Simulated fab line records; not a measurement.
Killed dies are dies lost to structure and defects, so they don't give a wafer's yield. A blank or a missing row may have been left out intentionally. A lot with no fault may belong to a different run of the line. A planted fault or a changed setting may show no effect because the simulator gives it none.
Which tool is to blame? | flow sky130 | Sampling: 11 lots, 32 wafers, 6 of 708 route steps

## WHAT EACH GAUGE READ, for each wafer
Not one reading of a measure or inspect step in the record can be checked against a usual standard deviation.

## EACH LOT AND THE TOOL THAT RAN IT (in order: tool; ch and the chambers of the sampled wafers; start)
lot  | SKY_VIA1_ETCH_14                   | SKY_VIA1_CMP_24               | SKY_METAL2_SPUTTER_02        | SKY_METAL2_COAT_10                | SKY_METAL2_STRIP_20                  | SKY_PAD_OPEN_PROBE_99
L918 | rie-diel-04 ch 1,3, day 33 20:08   | cmp-01 ch 0,3, day 33 21:10   | pvd-sputter-04, day 33 21:31 | litho-track-01 ch 0, day 34 10:00 | plasma-asher-04 ch 0,1, day 34 23:46 | -
L919 | rie-diel-01 ch 1,3, day 34 09:43   | cmp-02 ch 0,1,2, day 34 10:46 | pvd-sputter-01, day 34 11:04 | litho-track-01 ch 0, day 34 23:00 | plasma-asher-03 ch 0,1, day 35 13:04 | prober-02, day 45 23:29
L920 | rie-diel-02 ch 0,1,2, day 34 21:32 | cmp-01 ch 0,1,2, day 34 22:34 | pvd-sputter-01, day 34 22:54 | litho-track-01 ch 0, day 35 10:00 | plasma-asher-02 ch 0,1, day 36 00:51 | -
L921 | rie-diel-02 ch 0,1,2, day 35 05:23 | cmp-02 ch 2,3, day 35 06:26   | pvd-sputter-01, day 35 06:46 | litho-track-01 ch 0, day 35 19:00 | plasma-asher-02 ch 0,1, day 36 08:29 | prober-02, day 46 18:40
L925 | rie-diel-01 ch 2,3, day 36 01:41   | cmp-02 ch 0,1, day 36 02:47   | pvd-sputter-04, day 36 03:02 | litho-track-01 ch 0, day 36 15:00 | plasma-asher-04 ch 1, day 37 05:53   | -
L931 | rie-diel-01 ch 0,1,3, day 38 05:53 | cmp-01 ch 0,1, day 38 06:55   | pvd-sputter-01, day 38 07:16 | litho-track-03 ch 0, day 38 18:00 | plasma-asher-02 ch 0,1, day 39 08:58 | prober-02, day 48 22:51
L933 | rie-diel-01 ch 2,3, day 38 16:05   | cmp-01 ch 0,1, day 38 17:07   | pvd-sputter-02, day 38 17:28 | litho-track-02 ch 0, day 39 05:00 | plasma-asher-02 ch 0,1, day 39 18:44 | prober-02, day 49 06:19
L936 | rie-diel-04 ch 0,1,2, day 39 10:20 | cmp-02 ch 0,1,3, day 39 11:22 | pvd-sputter-02, day 39 11:43 | litho-track-03 ch 0, day 40 00:00 | plasma-asher-02 ch 0,1, day 40 12:43 | -
L937 | rie-diel-04 ch 1,2,3, day 39 12:50 | cmp-01 ch 1,2, day 39 13:50   | pvd-sputter-04, day 39 14:11 | litho-track-02 ch 0, day 40 02:00 | plasma-asher-02 ch 0,1, day 40 14:45 | -
L938 | rie-diel-01 ch 0,2,3, day 39 19:32 | cmp-01 ch 1,2, day 39 20:34   | pvd-sputter-02, day 39 20:55 | litho-track-03 ch 0, day 40 09:00 | plasma-asher-04 ch 0,1, day 40 21:57 | prober-01, day 50 01:04
L941 | rie-diel-01 ch 1,2, day 40 15:41   | cmp-02 ch 0,1,3, day 40 16:51 | pvd-sputter-02, day 40 17:06 | litho-track-01 ch 0, day 41 05:00 | plasma-asher-02 ch 0,1, day 41 17:38 | -
- SKY_VIA1_ETCH_14: etches BARC in N2/H2, stops on SiO2, time 45.9 s, target depth 60 nm.
- SKY_VIA1_CMP_24: polishes, stops on SiO2, t overpolish 15 s, target thk 0 nm.
- SKY_METAL2_SPUTTER_02: material AlCu, target thk 250 nm, time 13.3 s.
- SKY_METAL2_COAT_10: resist thk 450 nm.
- SKY_METAL2_STRIP_20: strips in O2/N2.
- SKY_PAD_OPEN_PROBE_99

## WHAT THE TOOLS THEMSELVES READ (means of the sampled wafers that have a number; where no wafer has one, the mark that the record gives instead)
SKY_VIA1_ETCH_14. Usual: drypump-motor-current-A 5.6 A, standard deviation 0.51; h2-flow-sccm 200.0 sccm, standard deviation 0.61; oes-product-au 0.854 a.u., standard deviation 0.0046; throttle-valve-pct 13.226 %, standard deviation 0.0086.
lot  | tool        | drypump-motor-current-A (A) | h2-flow-sccm (sccm) | oes-product-au (a.u.) | throttle-valve-pct (%) | flag
L918 | rie-diel-04 | 6.0                         | 200.4               | 0.857                 | 13.216                 |
L919 | rie-diel-01 | 5.7                         | 200.4               | 0.853                 | 13.238                 |
L920 | rie-diel-02 | 5.6                         | 200.2               | 0.855                 | 13.216                 |
L921 | rie-diel-02 | 5.7                         | 199.7               | 0.853                 | 13.226                 |
L925 | rie-diel-01 | 6.2                         | 199.3               | 0.858                 | 13.221                 |
L931 | rie-diel-01 | 5.5                         | 199.9               | 0.856                 | 13.222                 |
L933 | rie-diel-01 | 6.3                         | 199.7               | 0.854                 | 13.229                 |
L936 | rie-diel-04 | 5.3                         | 200.0               | 0.855                 | 13.215                 |
L937 | rie-diel-04 | 5.7                         | 200.2               | 0.856                 | 13.226                 |
L938 | rie-diel-01 | 5.8                         | 199.8               | 0.853                 | 13.234                 |
L941 | rie-diel-01 | 5.9                         | 199.6               | 0.851                 | 13.220                 |

SKY_VIA1_CMP_24. Usual: motor-current-A 11.2 A, standard deviation 1.5; overpolish-run-s 15.000 s, standard deviation 0.0088; time-to-endpoint-s 64 s, standard deviation 3.1.
lot  | tool   | motor-current-A (A) | overpolish-run-s (s) | time-to-endpoint-s (s) | flag
L918 | cmp-01 | 12.5                | 15.010               | 63                     |
L919 | cmp-02 | 11.5                | 15.000               | 62                     |
L920 | cmp-01 | 10.6                | 14.998               | 59                     |
L921 | cmp-02 | 10.6                | 15.000               | 61                     |
L925 | cmp-02 | 10.8                | 14.994               | 64                     |
L931 | cmp-01 | 10.4                | 15.002               | 66                     |
L933 | cmp-01 | 10.2                | 15.002               | 66                     |
L936 | cmp-02 | 10.5                | 14.999               | 63                     |
L937 | cmp-01 | 10.8                | 15.005               | 68                     |
L938 | cmp-01 | 10.7                | 14.993               | 66                     |
L941 | cmp-02 | 10.6                | 14.996               | 60                     |

SKY_METAL2_SPUTTER_02. Usual: throttle-valve-pct reads 29.8 % (standard deviation 1).
lot  | tool           | throttle-valve-pct (%) | flag
L918 | pvd-sputter-04 | 30.7                   |
L919 | pvd-sputter-01 | 29.6                   |
L920 | pvd-sputter-01 | 30.1                   |
L921 | pvd-sputter-01 | 29.9                   |
L925 | pvd-sputter-04 | 30.2                   |
L931 | pvd-sputter-01 | 30.1                   |
L933 | pvd-sputter-02 | 30.2                   |
L936 | pvd-sputter-02 | 29.7                   |
L937 | pvd-sputter-04 | 30.7                   |
L938 | pvd-sputter-02 | 29.4                   |
L941 | pvd-sputter-02 | 28.7                   |

SKY_METAL2_STRIP_20. Usual: drypump-motor-current-A 5.8 A, standard deviation 0.47; oes-product-au 0.343 a.u., standard deviation 0.0045; strip-time-to-endpoint-s 2.706 s, standard deviation 0.027.
lot  | tool            | drypump-motor-current-A (A) | oes-product-au (a.u.) | strip-time-to-endpoint-s (s) | flag
L918 | plasma-asher-04 | 5.5                         | 0.343                 | 2.697                        |
L919 | plasma-asher-03 | 6.2                         | 0.343                 | 2.685                        |
L920 | plasma-asher-02 | 5.7                         | 0.343                 | 2.709                        |
L921 | plasma-asher-02 | 5.6                         | 0.344                 | 2.720                        |
L925 | plasma-asher-04 | 5.8                         | 0.341                 | 2.620                        | OFF
L931 | plasma-asher-02 | 5.7                         | 0.345                 | 2.707                        |
L933 | plasma-asher-02 | 5.7                         | 0.344                 | 2.717                        |
L936 | plasma-asher-02 | 5.7                         | 0.348                 | 2.750                        |
L937 | plasma-asher-02 | 5.7                         | 0.345                 | 2.735                        |
L938 | plasma-asher-04 | 5.5                         | 0.346                 | 2.691                        |
L941 | plasma-asher-02 | 5.7                         | 0.344                 | 2.694                        |

SKY_PAD_OPEN_PROBE_99. Usual: defect-limited-yield 82.3 %, standard deviation 2; killed_at_M0_to_M3 43, standard deviation 7.3; killed_at_M4_up 3.2, standard deviation 1.8; killed-at-contacts 24, standard deviation 5.8; killed-at-front-end 16, standard deviation 4.5; killed-at-other 0.3, standard deviation 0.53; killed-dies 87, standard deviation 9.9; killed-open 48, standard deviation 6.8; killed-short 39, standard deviation 6.9; sort_bin_3_pad_short 0.8 %, standard deviation 0.42; sort_bin_5_function 10.4 %, standard deviation 1.6; sort_bin_6_memory 6.4 %, standard deviation 1.2; sort-n-pass 405, standard deviation 9.9; sort-yield-pct 82.3 %, standard deviation 2.
lot  | tool      | defect-limited-yield (%) | killed_at_M0_to_M3 | killed_at_M4_up | killed-at-contacts | killed-at-front-end | killed-at-other | killed-dies | killed-open | killed-short | sort_bin_3_pad_short (%) | sort_bin_5_function (%) | sort_bin_6_memory (%) | sort-n-pass | sort-yield-pct (%) | flag
L919 | prober-02 | 79.1                     | 49                 | 7.0             | 31                 | 15                  | 0.7             | 103         | 56          | 47           | 1.3                      | 11.9                    | 7.7                   | 389         | 79.1               |
L921 | prober-02 | 83.8                     | 39                 | 3.3             | 22                 | 15                  | 0.7             | 80          | 46          | 34           | 0.7                      | 10.2                    | 5.4                   | 412         | 83.8               |
L931 | prober-02 | 81.3                     | 50                 | 1.3             | 24                 | 16                  | 0.0             | 92          | 53          | 39           | 1.2                      | 10.9                    | 6.6                   | 400         | 81.3               |
L933 | prober-02 | 84.3                     | 42                 | 4.0             | 18                 | 13                  | 0.0             | 77          | 42          | 35           | 0.4                      | 9.2                     | 6.1                   | 415         | 84.3               |
L938 | prober-01 | 84.6                     | 37                 | 2.7             | 25                 | 11                  | 0.0             | 76          | 45          | 31           | 0.7                      | 8.6                     | 6.2                   | 416         | 84.6               |

## THE ANSWER, worked out from the rows above alone
Rule: take the mean of a lot's wafers that have a number; if it is more than 3 standard deviations from the usual mean, the lot is off. Also off: a lot with no number at a reading for which 4 or more lots have one. The other lots that the step has rows for count as sound. Order of review: gauges by route order, followed by the tools' own readings, for which a lot's mean as printed above is used. The first step at which some lot is off is used, and at that step the reading that is off furthest; a lot without a number counts as furthest.
Off, at SKY_METAL2_STRIP_20 on strip-time-to-endpoint-s: L925.
A tool fits if, at that step or a process step before it, it ran every lot that is off, and no sound lot after the first of them. Of those tried, none fits.

## WHAT THE SIMULATOR HAD INSERTED
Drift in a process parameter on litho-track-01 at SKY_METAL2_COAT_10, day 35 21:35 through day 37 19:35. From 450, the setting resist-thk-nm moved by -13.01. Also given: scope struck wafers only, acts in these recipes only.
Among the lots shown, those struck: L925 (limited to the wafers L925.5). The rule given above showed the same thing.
